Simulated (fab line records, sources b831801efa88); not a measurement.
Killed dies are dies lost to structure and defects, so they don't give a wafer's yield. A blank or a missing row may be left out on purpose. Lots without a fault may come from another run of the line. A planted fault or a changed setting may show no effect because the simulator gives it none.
fab line records | flow sky130
record lots=6 wafers=18 last_day=50
route steps=708 shown LDD_LDN@292 SPACER@304 PAD_OPEN@708
lots that met no fault: from a run of the same line without faults
start_h: hours from the record's first day to the start of the lot's first wafer shown | wait_h: hours since the lot's step before | " the same as in the row above | L1.1+2: a row that stands for several wafers | - no value, or no start given | * or withheld: withheld | < > ~ a bound
route shown NAME@n: a module of which the file shows steps, and the number in the route of the first | usual: mean/standard deviation of fault-free wafers | same: alike in all rows | chamber/n: place in a boat | sites: the reading at each site | _std_site: their standard deviation | _edge_site: outer sites' mean less inner sites' | radius_mm: how far each site lies from the wafer's centre | mask NAME#n: copy n | behind: the tool/chamber that last shaped the wafer | hold: why the lot was held/for how many hours/how that ended | device: the transistor (n, p or np) that didn't switch | end of line: the same wafers' tests at the end of the route | a step without rows: its recipe alone | killed: dies lost to structure and defects at the first sort, not the wafer's yield | map: a wafer's dies, x killed, . not, _ none there
set.NAME: the setting as run; set.NAME@STEP: as run at that earlier step | model.NAME: the simulator's own value behind a step, which no gauge read
lots at some steps of the route; a table a step, a row a wafer
services: from which hour (start_h, from the record's first day; less than 0 if before it) a tool's chamber was out of use, for how many hours, and why
## steps
# step SKY_LDD_LDN_SOFTBAKE_03
# recipe temp_c=90 time_s=60 resist=NOVOLAK
# step SKY_LDD_LDN_EXPOSE_04
# recipe mask_id=LDNTM na=0.6 source_shape=conventional sigma_outer=0.6 polarization=unpolarized target_cd_nm=700 dose_mj=140
# step SKY_LDD_LDN_PEB_05
# recipe temp_c=withheld time_s=* resist=NOVOLAK
# step SKY_LDD_LDN_DEVELOP_06
# recipe resist=NOVOLAK developer=TMAH develop_time_s=60 dev_temp_c=23
# step SKY_LDD_LDN_OVL_MEAS_07
# usual LDD_LDN_OVL=0.5/1.5
# columns lot.wafer tool chamber start_h wait_h LDD_LDN_OVL[nm]
L210.1 overlay-01 - 527.97 0.1 0.3
L210.5 " - " " -1.7
L210.6 " - " " -0.9
L213.2 overlay-02 - 541.06 0.1 1.4
L213.3 " - " " 2.2
L213.5 " - " " 1.8
L211.2 overlay-02 - 541.68 0.1 -2.7
L211.3 " - " " -1.0
L211.4 " - " " 0.5
L220.1 overlay-02 - 617.02 0.1 2.0
L220.4 " - " " -0.7
L220.6 " - " " 1.3
L221.1 overlay-02 - 636.12 0.1 1.2
L221.2 " - " " 1.0
L221.4 " - " " 2.0
L233.1 overlay-02 - 718.25 0.1 -4.0
L233.4 " - " " -1.2
L233.6 " - " " -2.1
# step SKY_LDD_LDN_IMPLANT_08
# recipe species=As energy_kev=15 dose_cm2=1.25e+13 tilt_deg=withheld rotation_deg=23
# step SKY_LDD_LDN_IMPLANT_09
# recipe species=As energy_kev=15 dose_cm2=1.25e+13 tilt_deg=withheld rotation_deg=113
# step SKY_LDD_LDN_IMPLANT_10
# recipe species=As energy_kev=15 dose_cm2=1.25e+13 tilt_deg=withheld rotation_deg=203
# step SKY_LDD_LDN_IMPLANT_11
# recipe species=As energy_kev=15 dose_cm2=1.25e+13 tilt_deg=withheld rotation_deg=293
# step SKY_LDD_LDN_STRIP_12
# recipe chemistry=O2/N2 power_w=1400 pressure_mtorr=1500 platen_temp_c=withheld o2_flow_sccm=3000 n2_flow_sccm=300 overash_fraction=0.5
# usual drypump_motor_current_A=5.6/0.53 oes_product_au=0.716/0.0041 strip_time_to_endpoint_s=14.17/0.036
# columns lot.wafer tool chamber start_h wait_h drypump_motor_current_A oes_product_au rf_hours_counter_h strip_time_to_endpoint_s
L210.1 plasma_asher-04 1 528.61 0.1 6.0 0.719 10 14.19
L210.5 " 0 " " 5.9 0.713 - 14.25
L210.6 " 1 " " 6.0 0.709 - 14.24
L213.2 plasma_asher-04 1 541.69 0.1 6.0 0.713 11 14.17
L213.3 " 0 " " 5.8 0.716 - 14.20
L213.5 " 1 " " 6.0 0.709 - 14.19
L211.2 plasma_asher-01 1 542.31 0.1 6.2 0.714 86 14.20
L211.3 " 0 " " 4.8 0.712 - 14.20
L211.4 " 1 " " 6.2 0.714 - 14.13
L220.1 plasma_asher-04 0 617.65 0.1 5.9 0.716 19 14.18
L220.4 " 0 " " 5.8 0.712 - 14.17
L220.6 " 1 " " 6.0 0.720 - 14.19
L221.1 plasma_asher-01 1 636.75 0.1 6.2 0.721 95 14.20
L221.2 " 0 " " 4.8 0.712 95 14.18
L221.4 " 0 " " 4.8 0.714 - 14.20
L233.1 plasma_asher-01 1 718.89 0.1 6.2 0.707 103 14.19
L233.4 " 1 " " 6.2 0.716 - 14.12
L233.6 " 0 " " 4.8 0.712 - 14.14
# step SKY_LDD_LDN_TW_MEAS_13
# usual LDD_LDN_TW=1487/5.8
# columns lot.wafer tool chamber start_h wait_h LDD_LDN_TW
L210.1 film_metro-04 - 528.71 0.1 1477
L210.5 " - " " 1493
L210.6 " - " " 1482
L213.2 film_metro-01 - 541.80 0.1 1488
L213.3 " - " " 1496
L213.5 " - " " 1497
L211.2 film_metro-02 - 542.42 0.1 1490
L211.3 " - " " 1489
L211.4 " - " " 1493
L220.1 film_metro-04 - 617.75 0.1 1493
L220.4 " - " " 1482
L220.6 " - " " 1486
L221.1 film_metro-04 - 636.85 0.1 1485
L221.2 " - " " 1483
L221.4 " - " " 1495
L233.1 film_metro-01 - 718.99 0.1 1485
L233.4 " - " " 1484
L233.6 " - " " 1485
# step SKY_LDD_LDN_CLEAN_14
# recipe chemistry=SC1/SC2 mix=1:4:20 temp_c=70 time_s=150 dry=n2_spin
# step SKY_SPACER_CVD_00
# recipe material=Si3N4 precursor=DCS/NH3 target_thk_nm=43.1 temp_c=770 time_s=740 pressure_mtorr=250
# columns lot.wafer tool chamber start_h wait_h model.Si3N4_of_SPACER_CVD_00.thk_nm
L210.1 lpcvd-02 0 528.82 0.0 42.82
L210.5 " 0 " " 42.72
L210.6 " 0 " " 42.44
L213.2 lpcvd-02 0 542.52 0.6 43.33
L213.3 " 0 " " 43.28
L213.5 " 0 " " 43.06
L211.2 lpcvd-02 0 543.72 1.2 42.94
L211.3 " 0 " " 42.75
L211.4 " 0 " " 42.46
L220.1 lpcvd-02 1 618.16 0.3 64.18
L220.4 " 1 " " 64.5
L220.6 " 1 " " 64.08
L221.1 lpcvd-02 0 636.96 0.0 64.35
L221.2 " 0 " " 64.39
L221.4 " 0 " " 64.85
L233.1 lpcvd-02 1 720.55 1.5 42.33
L233.4 " 1 " " 42.95
L233.6 " 1 " " 43.13
# step SKY_SPACER_THK_MEAS_01
# recipe reads=Si3N4_of_SPACER_CVD_00
# usual SPACER_CVD_00_THK=43.1/0.41
# columns lot.wafer tool chamber start_h wait_h SPACER_CVD_00_THK[nm]
L210.1 film_metro-02 - 530.63 0.0 42.8
L210.5 " - " " 42.7
L210.6 " - " " 42.4
L213.2 film_metro-01 - 543.73 0.0 43.4
L213.3 " - " " 43.3
L213.5 " - " " 43.1
L211.2 film_metro-01 - 544.94 0.0 42.9
L211.3 " - " " 42.7
L211.4 " - " " 42.5
L220.1 film_metro-01 - 619.36 0.0 64.2
L220.4 " - " " 64.5
L220.6 " - " " 64.1
L221.1 film_metro-03 - 638.77 0.0 64.4
L221.2 " - " " 64.4
L221.4 " - " " 64.8
L233.1 film_metro-03 - 721.76 0.0 42.3
L233.4 " - " " 43.0
L233.6 " - " " 43.1
# step SKY_SPACER_ETCHBACK_02
# recipe chemistry=CH3F/O2 target=Si3N4 stop_on=SiO2 source_w=400 bias_w=80 pressure_mtorr=25 ch3f_flow_sccm=40 O2_flow_sccm=30 time_s=46.7 target_depth_a=450
# usual drypump_motor_current_A=6.0/0.42 oes_product_au=0.855/0.006 throttle_valve_pct=10.562/0.009
# columns lot.wafer tool chamber start_h wait_h drypump_motor_current_A oes_product_au rf_hours_counter_h throttle_valve_pct model.etch.depth_nm
L210.1 rie_diel-02 0 530.69 0.1 6.5 0.855 53 10.562 42.82
L210.5 " 3 " " 5.7 0.843 - 10.556 42.72
L210.6 " 2 " " 6.1 0.842 - 10.555 42.44
L213.2 rie_diel-04 3 543.78 0.0 6.0 0.858 7 10.560 43.33
L213.3 " 2 " " 6.1 0.857 5 10.555 43.28
L213.5 " 2 " " 6.1 0.853 - 10.557 43.06
L211.2 rie_diel-04 1 544.99 0.0 6.7 0.853 3 10.573 42.94
L211.3 " 0 " " 5.9 0.846 55 10.556 42.75
L211.4 " 2 " " 6.1 0.853 5 10.562 42.46
L220.1 rie_diel-02 2 619.42 0.1 6.0 0.998 19 10.567 55.59
L220.4 " 3 " " 5.7 1.001 3 10.589 56.15
L220.6 " 3 " " 5.7 0.996 - 10.565 56.05
L221.1 rie_diel-04 0 638.83 0.1 5.9 1.006 57 10.566 56.63
L221.2 " 3 " " 6.0 1.002 9 10.583 55.88
L221.4 " 0 " " 5.8 1.013 - 10.568 56.87
L233.1 rie_diel-04 2 721.82 0.1 6.1 0.848 10 10.558 42.33
L233.4 " 3 " " 5.9 0.854 11 10.568 42.95
L233.6 " 2 " " 6.1 0.851 - 10.574 43.13
# step SKY_PAD_OPEN_PROBE_99
# usual killed_at_M0_to_M3=43/7 killed_at_M4_up=3.5/1.9 killed_at_contacts=24/5.3 killed_at_front_end=15/4.4 killed_at_other=0.3/0.69 killed_dies=87/9.7 killed_on_rim=17/4.3 killed_open=48/7 killed_short=39/6.4
# same gross_dies=492 killed_at_back_side=0
# columns lot.wafer tool chamber start_h wait_h killed_at_M0_to_M3 killed_at_M4_up killed_at_contacts killed_at_front_end killed_at_other killed_dies killed_on_rim killed_open killed_short
L211.2 prober-02 - 1084.59 0.1 40 2 24 19 0 85 18 41 41
L211.3 prober-02 - 1084.64 0.2 51 5 26 7 0 89 21 45 44
L211.4 prober-02 - 1084.69 0.2 42 5 32 16 0 95 19 60 34
L220.1 prober-02 - 1136.17 0.1 45 5 16 426 0 492 96 42 35
L220.4 prober-02 - 1136.32 0.2 49 4 22 417 0 492 96 50 41
L220.6 prober-02 - 1136.42 0.2 42 6 32 412 0 492 96 44 46
L221.1 prober-01 - 1146.38 0.1 51 8 18 413 2 492 96 48 47
L221.2 prober-01 - 1146.43 0.1 46 10 21 414 1 492 96 49 44
L221.4 prober-01 - 1146.53 0.2 44 5 17 425 1 492 96 38 48
# killed by level:class
L211.2 LI_CONTACT:geometric_particle:open=7 CONTACT:geometric_particle:open=7 VIA1:geometric_particle:open=7 METAL2:geometric_particle:short=7 CONTACT:geometric_particle:short=5 VIA1:geometric_particle:short=5 METAL3:geometric_particle:short=5 VIA3:geometric_particle:open=5
L211.3 VIA1:geometric_particle:open=9 CONTACT:geometric_particle:open=8 VIA1:geometric_particle:short=8 LI_CONTACT:geometric_particle:open=7 METAL2:geometric_particle:short=6 VIA3:geometric_particle:open=6 CONTACT:geometric_particle:short=5 METAL1:geometric_particle:short=4
L211.4 CONTACT:geometric_particle:open=14 VIA1:geometric_particle:open=12 VIA2:geometric_particle:open=9 LI_CONTACT:geometric_particle:open=8 CONTACT:geometric_particle:short=6 VIA3:geometric_particle:open=6 FIELD_ISO:geometric_particle:open=4 VIA1:geometric_particle:short=4
L220.1 SPACER:area_etchback=415 VIA1:geometric_particle:open=11 CONTACT:geometric_particle:open=8 VIA1:geometric_particle:short=8 VIA2:geometric_particle:open=6 METAL2:geometric_particle:short=5 FIELD_ISO:geometric_particle:open=4 VIA2:geometric_particle:short=4
L220.4 SPACER:area_etchback=401 VIA1:geometric_particle:open=13 VIA2:geometric_particle:open=7 METAL2:geometric_particle:short=6 FIELD_ISO:geometric_particle:short=5 LI_CONTACT:geometric_particle:open=5 CONTACT:geometric_particle:open=5 CONTACT:geometric_particle:short=5
L220.6 SPACER:area_etchback=402 VIA1:geometric_particle:open=13 LI_CONTACT:geometric_particle:open=8 CONTACT:geometric_particle:open=7 CONTACT:geometric_particle:short=7 LI_CONTACT:geometric_particle:short=5 LOCAL_INTERCONNECT:geometric_particle:short=5 METAL2:geometric_particle:short=4
L221.1 SPACER:area_etchback=395 VIA1:geometric_particle:open=12 METAL2:geometric_particle:short=9 VIA3:geometric_particle:open=8 METAL4:geometric_particle:short=6 LI_CONTACT:geometric_particle:open=6 VIA2:geometric_particle:open=6 POLY_GATE:geometric_particle:short=5
L221.2 SPACER:area_etchback=398 VIA3:geometric_particle:open=13 LI_CONTACT:geometric_particle:open=11 METAL2:geometric_particle:short=8 VIA2:geometric_particle:short=7 METAL4:geometric_particle:short=6 VIA1:geometric_particle:open=5 FIELD_ISO:geometric_particle:short=4
L221.4 SPACER:area_etchback=405 METAL1:geometric_particle:short=9 FIELD_ISO:geometric_particle:short=8 CONTACT:geometric_particle:open=7 VIA3:geometric_particle:open=7 VIA2:geometric_particle:open=6 SPACER:geometric_particle:short=4 LI_CONTACT:geometric_particle:open=4
# map L220.1 (x killed, . not)
__________xxxxxxxxxx_________
________xxxxxxxxxxxxxx_______
______xxxxxxxxxxxxxxxxxx_____
_____xxxxxxxxxxxxxxxxxxxx____
____xxxxxxxxxxxxxxxxxxxxxx___
___xxxxxxxxxxxxxxxxxxxxxxxx__
__xxxxxxxxxxxxxxxxxxxxxxxxxx_
_xxxxxxxxxxxxxxxxxxxxxxxxxxxx
_xxxxxxxxxxxxxxxxxxxxxxxxxxxx
_xxxxxxxxxxxxxxxxxxxxxxxxxxxx
_xxxxxxxxxxxxxxxxxxxxxxxxxxxx
_xxxxxxxxxxxxxxxxxxxxxxxxxxxx
_xxxxxxxxxxxxxxxxxxxxxxxxxxxx
_xxxxxxxxxxxxxxxxxxxxxxxxxxxx
_xxxxxxxxxxxxxxxxxxxxxxxxxxxx
__xxxxxxxxxxxxxxxxxxxxxxxxxx_
___xxxxxxxxxxxxxxxxxxxxxxxx__
____xxxxxxxxxxxxxxxxxxxxxx___
_____xxxxxxxxxxxxxxxxxxxx____
______xxxxxxxxxxxxxxxxxx_____
________xxxxxxxxxxxxxx_______
__________xxxxxxxxxx_________
# map L221.1 (x killed, . not)
__________xxxxxxxxxx_________
________xxxxxxxxxxxxxx_______
______xxxxxxxxxxxxxxxxxx_____
_____xxxxxxxxxxxxxxxxxxxx____
____xxxxxxxxxxxxxxxxxxxxxx___
___xxxxxxxxxxxxxxxxxxxxxxxx__
__xxxxxxxxxxxxxxxxxxxxxxxxxx_
_xxxxxxxxxxxxxxxxxxxxxxxxxxxx
_xxxxxxxxxxxxxxxxxxxxxxxxxxxx
_xxxxxxxxxxxxxxxxxxxxxxxxxxxx
_xxxxxxxxxxxxxxxxxxxxxxxxxxxx
_xxxxxxxxxxxxxxxxxxxxxxxxxxxx
_xxxxxxxxxxxxxxxxxxxxxxxxxxxx
_xxxxxxxxxxxxxxxxxxxxxxxxxxxx
_xxxxxxxxxxxxxxxxxxxxxxxxxxxx
__xxxxxxxxxxxxxxxxxxxxxxxxxx_
___xxxxxxxxxxxxxxxxxxxxxxxx__
____xxxxxxxxxxxxxxxxxxxxxx___
_____xxxxxxxxxxxxxxxxxxxx____
______xxxxxxxxxxxxxxxxxx_____
________xxxxxxxxxxxxxx_______
__________xxxxxxxxxx_________
## services
# columns tool chamber start_h hours kind
rie_diel-02 2 510.63 2.7 repair
rie_diel-02 0 513.14 5.7 repair
plasma_asher-01 - 515.63 0.7 repair
plasma_asher-01 - 536.44 0.5 repair
rie_diel-02 0 580.50 19.8 repair
lpcvd-02 - 588.69 6.0 pm
plasma_asher-01 - 598.70 3.7 repair
rie_diel-04 0 619.45 4.8 repair
rie_diel-04 - 621.03 2.8 pm
rie_diel-04 1 636.65 4.6 repair
plasma_asher-01 - 638.17 2.9 repair
rie_diel-02 1 661.21 - clean
rie_diel-02 1 661.21 14.7 scheduled_down
rie_diel-02 1 661.21 14.7 vent_cycle
rie_diel-02 0 669.06 5.4 repair
rie_diel-02 2 671.71 14.9 repair
rie_diel-04 0 676.48 - clean
rie_diel-04 0 676.48 13.5 scheduled_down
rie_diel-04 0 676.48 13.5 vent_cycle
rie_diel-04 1 678.51 14.4 repair
rie_diel-02 0 698.55 - clean
rie_diel-02 0 698.55 16.6 scheduled_down
rie_diel-02 2 703.56 3.1 repair
rie_diel-02 - 706.69 2.8 pm
## key
first_sign step=SKY_SPACER_THK_MEAS_01 reading=SPACER_CVD_00_THK direction=up sigmas=52 usual=43.1 struck=64.4
effect step=SKY_SPACER_ETCHBACK_02 reading=oes_product_au direction=up sigmas=25 usual=0.855 struck=1.003
effect step=SKY_PAD_OPEN_PROBE_99 reading=killed_at_front_end direction=up sigmas=92 usual=15 struck=418
model_effect step=SKY_SPACER_CVD_00 value=Si3N4_of_SPACER_CVD_00.thk_nm without=42.88 struck=64.39
model_effect step=SKY_SPACER_ETCHBACK_02 value=etch.depth_nm without=42.88 struck=56.19
more_kills_born_at SKY_SPACER_ETCHBACK_02@rie_diel-02=1218 SKY_SPACER_ETCHBACK_02@rie_diel-04=1198
met_at SKY_SPACER_CVD_00
struck_wafers L220.1,L220.4,L220.6,L221.1,L221.2,L221.4
later_rows_left_out L220.1,L220.4,L220.6,L221.1,L221.2,L221.4
tester_left_out L220,L221
onset_between 543.72 618.16
fault kind=process_parameter_drift tool=lpcvd-02 chamber=- onset_h=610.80 steps=SKY_SPACER_CVD_00 channel=target_thk_nm offset=21.512 shape=step end_h=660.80 acts_in=these_recipes_only stated=43.1
# tester_left_out: of these lots the tester's yield and bins aren't shown, on N5 and GAA mostly nor the transistor test; their killed dies are dies lost to structure and defects alone, not to doping, threshold or leakage, so they don't give the yield
# later_rows_left_out: the simulator's readings of these wafers behind a module that went badly wrong aren't trusted and aren't shown, but for the sort
